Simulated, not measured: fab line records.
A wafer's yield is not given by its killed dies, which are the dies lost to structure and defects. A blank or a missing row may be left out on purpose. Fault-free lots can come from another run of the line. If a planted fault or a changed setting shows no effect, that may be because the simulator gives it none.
Which tool did it? | flow gf180mcu | 14 lots, 42 wafers sampled, at 3 steps of a route of 602

== WHAT EACH GAUGE READ, for each wafer ==
GF_MVSD_TW_MEAS_11.
lot  | measured     | on           | MVSD_TW
L758 | day 4 04:02  | filmMetro-03 | 1575 1580 1574
L759 | day 4 09:17  | filmMetro-01 | 1563 1561 1568
L760 | day 5 08:14  | filmMetro-04 | 1617 1622 1618
L763 | day 5 11:20  | filmMetro-03 | 1583 1582 1583
L762 | day 5 13:01  | filmMetro-03 | 30 30 30
L764 | day 5 17:09  | filmMetro-01 | 30 30 30
L765 | day 6 02:47  | filmMetro-03 | 1587 1582 1596
L773 | day 8 06:32  | filmMetro-01 | 1552 1561 1550
L775 | day 8 14:13  | filmMetro-01 | 1561 1553 1557
L776 | day 8 21:21  | filmMetro-03 | 1577 1574 1572
L777 | day 9 04:18  | filmMetro-03 | 1573 1578 1580
L778 | day 9 11:11  | filmMetro-03 | 1587 1579 1580
L780 | day 9 22:48  | filmMetro-03 | 1576 1577 1578
L781 | day 10 03:33 | filmMetro-03 | 1614 1611 1606

== WHAT TOOL EACH LOT RAN ON (gives the tool, then ch and the chambers of the sampled wafers, and finally the start) ==
lot  | GF_LVPWELL_STRIP_10                | GF_MVSD_STRIP_10
L758 | plasmaAsher-02 ch 0,1, day 3 14:23 | plasmaAsher-03 ch 0,1, day 4 03:56
L759 | plasmaAsher-01 ch 0,1, day 3 19:26 | plasmaAsher-03 ch 0, day 4 09:10
L760 | plasmaAsher-01 ch 0,1, day 4 17:32 | plasmaAsher-01 ch 0,1, day 5 08:07
L763 | plasmaAsher-03 ch 0,1, day 4 21:59 | plasmaAsher-01 ch 0,1, day 5 11:14
L762 | plasmaAsher-01 ch 0,1, day 4 22:41 | plasmaAsher-03 ch 0,1, day 5 12:55
L764 | plasmaAsher-01 ch 0,1, day 5 03:36 | plasmaAsher-03 ch 1, day 5 17:03
L765 | plasmaAsher-03 ch 0,1, day 5 11:29 | plasmaAsher-04 ch 0,1, day 6 02:42
L773 | plasmaAsher-03 ch 1, day 7 12:45   | plasmaAsher-01 ch 1, day 8 06:25
L775 | plasmaAsher-02 ch 0,1, day 7 21:40 | plasmaAsher-04 ch 0,1, day 8 14:06
L776 | plasmaAsher-03 ch 0,1, day 8 03:48 | plasmaAsher-01 ch 0,1, day 8 21:15
L777 | plasmaAsher-02 ch 0,1, day 8 11:02 | plasmaAsher-01 ch 0,1, day 9 04:12
L778 | plasmaAsher-01 ch 0,1, day 8 17:10 | plasmaAsher-01 ch 0, day 9 11:04
L780 | plasmaAsher-02 ch 0,1, day 9 04:53 | plasmaAsher-01 ch 0,1, day 9 22:42
L781 | plasmaAsher-01 ch 0,1, day 9 09:14 | plasmaAsher-03 ch 0,1, day 10 03:27
- GF_LVPWELL_STRIP_10: strips in O2/N2.
- GF_MVSD_STRIP_10: strips in O2/N2.

== AS READ BY THE TOOLS THEMSELVES (means over the sampled wafers that have a number; for cases with no such wafer, the mark the record gives instead) ==
GF_LVPWELL_STRIP_10.
lot  | tool           | chamberPressureMTorr (mTorr) | drypumpMotorCurrentA (A) | heaterPowerW (W) | o2FlowSccm (sccm) | oesProductAu (a.u.) | stripTimeToEndpointS (s)
L758 | plasmaAsher-02 | 1500.3                       | 5.5                      | 321              | 3003              | 0.724               | 36.99
L759 | plasmaAsher-01 | 1499.4                       | 5.8                      | 321              | 2998              | 0.720               | 36.88
L760 | plasmaAsher-01 | 1498.1                       | 5.8                      | 325              | 3003              | 0.726               | 36.91
L763 | plasmaAsher-03 | 1500.1                       | 5.5                      | 315              | 3005              | 0.724               | 36.98
L762 | plasmaAsher-01 | -                            | -                        | -                | -                 | -                   | -
L764 | plasmaAsher-01 | -                            | -                        | -                | -                 | -                   | -
L765 | plasmaAsher-03 | 1501.0                       | 5.5                      | 319              | 2998              | 0.724               | 36.89
L773 | plasmaAsher-03 | 1500.7                       | 5.5                      | 347              | 2991              | 0.719               | 36.81
L775 | plasmaAsher-02 | 1501.0                       | 5.4                      | 360              | 2996              | 0.723               | 36.89
L776 | plasmaAsher-03 | 1500.5                       | 5.5                      | 335              | 3013              | 0.724               | 36.99
L777 | plasmaAsher-02 | 1501.2                       | 5.5                      | 328              | 2992              | 0.728               | 37.09
L778 | plasmaAsher-01 | 1499.3                       | 5.3                      | 318              | 2998              | 0.722               | 37.09
L780 | plasmaAsher-02 | 1499.9                       | 5.5                      | 332              | 3002              | 0.720               | 37.01
L781 | plasmaAsher-01 | 1500.9                       | 5.8                      | 325              | 2999              | 0.726               | 36.96

GF_MVSD_STRIP_10.
lot  | tool           | chamberPressureMTorr (mTorr) | drypumpMotorCurrentA (A) | heaterPowerW (W) | o2FlowSccm (sccm) | oesProductAu (a.u.) | stripTimeToEndpointS (s)
L758 | plasmaAsher-03 | 1499.5                       | 5.5                      | 319              | 3009              | 0.723               | 36.89
L759 | plasmaAsher-03 | 1498.6                       | 5.5                      | 301              | 2994              | 0.724               | 36.86
L760 | plasmaAsher-01 | 1499.4                       | 5.3                      | 313              | 3001              | 0.725               | 36.98
L763 | plasmaAsher-01 | 1499.5                       | 5.3                      | 314              | 3010              | 0.723               | 37.01
L762 | plasmaAsher-03 | 1501.4                       | 5.5                      | 329              | 2999              | 0.739               | 81.25
L764 | plasmaAsher-03 | 1499.9                       | 5.5                      | 342              | 2995              | 0.739               | 80.88
L765 | plasmaAsher-04 | 1499.7                       | 5.9                      | 320              | 2996              | 0.722               | 36.82
L773 | plasmaAsher-01 | 1499.3                       | 6.2                      | 328              | 2987              | 0.725               | 36.81
L775 | plasmaAsher-04 | 1500.4                       | 6.3                      | 357              | 3002              | 0.720               | 36.95
L776 | plasmaAsher-01 | 1501.3                       | 5.3                      | 314              | 2996              | 0.724               | 36.85
L777 | plasmaAsher-01 | 1500.0                       | 5.8                      | 319              | 2997              | 0.720               | 36.89
L778 | plasmaAsher-01 | 1501.7                       | 4.9                      | 310              | 2994              | 0.718               | 36.89
L780 | plasmaAsher-01 | 1499.8                       | 5.8                      | 318              | 3003              | 0.721               | 36.94
L781 | plasmaAsher-03 | 1499.5                       | 5.5                      | 313              | 3001              | 0.724               | 36.91

== THE ANSWER, worked out from the rows above alone ==
Rule: usual is defined by the lots themselves. Put in order of their means at a reading, lots are off if they are a third of the lots or fewer, leave a main group of 4 or more, and stand apart from it by a gap of 3 or more times the standard deviation of the main group's means; of several such gaps the widest counts. The tables above print the reading to a certain number of digits; a main group whose means all agree to those digits is not used. Also off: a lot with no number at a reading for which 4 or more lots have one. Any other lot the step has rows for is counted as sound. After the gauges, taken in route order, come the tools' own readings; for these a lot's mean is taken, as printed above. The first step at which some lot is off is used, and at that step the reading that is off furthest; a lot without a number counts as furthest.
Off: L762, L764, seen at GF_MVSD_TW_MEAS_11 (MVSD_TW). The main group: mean 1580, standard deviation 18.
A tool fits if, at a process step before that reading, it ran every lot that is off, and no sound lot after the first of them. The gauges at GF_MVSD_TW_MEAS_11 aren't tried: what is off there is off at GF_LVPWELL_STRIP_10 too, on other tools, and a gauge's error can't cause that. Of those tried, none fits.

== WHAT HAD BEEN PUT IN BY THE SIMULATOR ==
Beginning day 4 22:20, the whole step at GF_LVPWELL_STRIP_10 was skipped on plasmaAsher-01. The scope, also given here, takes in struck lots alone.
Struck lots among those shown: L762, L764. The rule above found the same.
